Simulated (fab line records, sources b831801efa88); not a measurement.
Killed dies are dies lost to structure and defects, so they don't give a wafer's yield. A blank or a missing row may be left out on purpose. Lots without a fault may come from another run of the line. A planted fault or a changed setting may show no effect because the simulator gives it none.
fab line records | flow sky130
record lots=7 wafers=21 last_day=49
route steps=708 shown FIELD_ISO@1
lots that met no fault: from a run of the same line without faults
start_h: hours from the record's first day to the start of the lot's first wafer shown | wait_h: hours since the lot's step before | " the same as in the row above | L1.1+2: a row that stands for several wafers | - no value, or no start given | * or withheld: withheld | < > ~ a bound
route shown NAME@n: a module of which the file shows steps, and the number in the route of the first | usual: mean/standard deviation of fault-free wafers | same: alike in all rows | chamber/n: place in a boat | sites: the reading at each site | _std_site: their standard deviation | _edge_site: outer sites' mean less inner sites' | radius_mm: how far each site lies from the wafer's centre | mask NAME#n: copy n | behind: the tool/chamber that last shaped the wafer | hold: why the lot was held/for how many hours/how that ended | device: the transistor (n, p or np) that didn't switch | end of line: the same wafers' tests at the end of the route | a step without rows: its recipe alone | killed: dies lost to structure and defects at the first sort, not the wafer's yield | map: a wafer's dies, x killed, . not, _ none there
set.NAME: the setting as run; set.NAME@STEP: as run at that earlier step | model.NAME: the simulator's own value behind a step, which no gauge read
lots at some steps of the route; a table a step, a row a wafer
## steps
# step SKY_FIELD_ISO_BOW_MEAS_00
# recipe mode=bow
# usual INCOMING_BOW=0/6.8
# columns lot.wafer tool chamber start_h wait_h INCOMING_BOW[um]
L510.1 film_metro-01 - 25.00 - -6
L510.2 " - " " -3
L510.5 " - " " -3
L511.1 film_metro-02 - 30.00 - 2
L511.3 " - " " -6
L511.5 " - " " 7
L520.1 film_metro-02 - 75.00 - 5
L520.2 " - " " 0
L520.3 " - " " 11
L521.1 film_metro-01 - 80.00 - 6
L521.4 " - " " -3
L521.6 " - " " -2
L522.2 film_metro-02 - 85.02 - 3
L522.3 " - " " -11
L522.4 " - " " -3
L523.3 film_metro-04 - 90.08 - 0
L523.5 " - " " -5
L523.6 " - " " 3
L526.1 film_metro-04 - 105.00 - -3
L526.2 " - " " 10
L526.5 " - " " 7
# step SKY_FIELD_ISO_OXIDATION_01
# recipe temp_c=900 ambient=O2 stabilise_s=600 purge_s=300 target_thk_a=120 ox_time_s=1843
# step SKY_FIELD_ISO_THK_MEAS_02
# recipe reads=SiO2_of_FIELD_ISO_OXIDATION_01
# usual FIELD_ISO_OXIDATION_00_THK=12.09/0.2
# columns lot.wafer tool chamber start_h wait_h FIELD_ISO_OXIDATION_00_THK[nm]
L510.1 film_metro-04 - 26.63 0.0 11.95
L510.2 " - " " 12.01
L510.5 " - " " 11.95
L511.1 film_metro-01 - 32.31 0.0 12.20
L511.3 " - " " 12.17
L511.5 " - " " 12.19
L520.1 film_metro-04 - 78.46 0.0 12.22
L520.2 " - " " 11.90
L520.3 " - " " 12.12
L521.1 film_metro-02 - 81.63 0.0 12.01
L521.4 " - " " 11.89
L521.6 " - " " 12.05
L522.2 film_metro-01 - 86.64 0.0 12.29
L522.3 " - " " 12.39
L522.4 " - " " 12.22
L523.3 film_metro-04 - 92.87 0.0 12.31
L523.5 " - " " 12.20
L523.6 " - " " 12.12
L526.1 film_metro-01 - 106.63 0.0 12.48
L526.2 " - " " 12.49
L526.5 " - " " 12.38
# step SKY_FIELD_ISO_CVD_03
# recipe material=Si3N4 precursor=DCS/NH3 target_thk_nm=165 temp_c=770 time_s=2830 pressure_mtorr=250
# step SKY_FIELD_ISO_THK_MEAS_04
# recipe reads=Si3N4_of_FIELD_ISO_CVD_03
# usual FIELD_ISO_CVD_03_THK=164.4/1.5
# columns lot.wafer tool chamber start_h wait_h FIELD_ISO_CVD_03_THK[nm]
L510.1 film_metro-04 - 28.48 0.0 165.4
L510.2 " - " " 163.8
L510.5 " - " " 165.2
L511.1 film_metro-04 - 34.16 0.0 164.2
L511.3 " - " " 163.9
L511.5 " - " " 164.0
L520.1 film_metro-01 - 84.14 0.0 162.1
L520.2 " - " " 161.8
L520.3 " - " " 162.3
L521.1 film_metro-04 - 88.62 0.0 163.1
L521.4 " - " " 163.2
L521.6 " - " " 163.4
L522.2 film_metro-01 - 92.83 0.0 162.5
L522.3 " - " " 162.0
L522.4 " - " " 163.3
L523.3 film_metro-04 - 96.88 0.0 164.0
L523.5 " - " " 164.1
L523.6 " - " " 164.8
L526.1 film_metro-01 - 108.52 0.0 167.0
L526.2 " - " " 168.0
L526.5 " - " " 165.6
# step SKY_FIELD_ISO_DEHYDRATE_05
# recipe temp_c=200 time_s=60
# step SKY_FIELD_ISO_HMDS_06
# recipe prime_time_s=60 prime_temp_c=120
# step SKY_FIELD_ISO_COAT_07
# recipe resist=BARC temp_c=withheld time_s=withheld spin_rpm=3000 resist_thk_nm=60
# step SKY_FIELD_ISO_COAT_08
# recipe resist=KrF-thick spin_rpm=3000 resist_thk_nm=450
# step SKY_FIELD_ISO_SOFTBAKE_09
# recipe temp_c=100 time_s=90 resist=KrF-thick
# step SKY_FIELD_ISO_EXPOSE_10
# recipe mask_id=FOM na=0.68 source_shape=annular sigma_inner=0.4 sigma_outer=0.8 target_cd_nm=150 dose_mj=28
# step SKY_FIELD_ISO_PEB_11
# recipe peb_temp_c=withheld peb_time_s=withheld resist=KrF-thick
# usual chill_plate_temp_C=* exhaust_pa=45.0/0.84 resist_line_temp_C=*
# columns lot.wafer tool chamber start_h wait_h chill_plate_temp_C exhaust_pa resist_line_temp_C
L510.1 litho_track-02 0 43 - * 45.9 *
L510.2 " 0 " " * 45.7 *
L510.5 " 0 " " * 44.3 *
L511.1 litho_track-01 0 48 - * 45.7 *
L511.3 " 0 " " * 45.0 *
L511.5 " 0 49 - * 44.5 *
L520.1 litho_track-01 - 101 - - - -
L520.2 " - " " - - -
L520.3 " - " " - - -
L521.1 litho_track-03 - 105 - - - -
L521.4 " - " " - - -
L521.6 " - " " - - -
L522.2 litho_track-02 - 109 - - - -
L522.3 " - " " - - -
L522.4 " - " " - - -
L523.3 litho_track-01 0 114 - * 46.2 *
L523.5 " 0 " " * 44.3 *
L523.6 " 0 " " * 44.4 *
L526.1 litho_track-02 0 126 - * 44.6 *
L526.2 " 0 " " * 43.8 *
L526.5 " 0 " " * 44.1 *
# step SKY_FIELD_ISO_DEVELOP_12
# recipe develop_time_s=60 resist=KrF-thick dev_temp_c=21
## key
first_sign step=SKY_FIELD_ISO_PEB_11 reading=tool_record direction=missing
effect none on later readings
met_at SKY_FIELD_ISO_PEB_11
struck_wafers L520.1,L520.2,L520.3,L521.1,L521.4,L521.6,L522.2,L522.3,L522.4
later_rows_left_out L520.1,L520.2,L520.3,L521.1,L521.4,L521.6,L522.2,L522.3,L522.4
sort_left_out L520.1,L520.2,L520.3,L521.1,L521.4,L521.6,L522.2,L522.3,L522.4
tester_left_out L520,L521,L522
onset_between 48 101
fault kind=skipped_step_whole tool=litho_track-01,litho_track-02,litho_track-03 chamber=- onset_h=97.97 steps=SKY_FIELD_ISO_PEB_11 scope=struck_lots_only
# tester_left_out: of these lots the tester's yield and bins aren't shown, on N5 and GAA mostly nor the transistor test; their killed dies are dies lost to structure and defects alone, not to doping, threshold or leakage, so they don't give the yield
# sort_left_out: the simulated sort isn't trusted on such a fault, so these wafers' sort isn't shown, and their yield isn't known
# later_rows_left_out: the simulator's readings of these wafers behind a module that went badly wrong aren't trusted and aren't shown, but for the sort
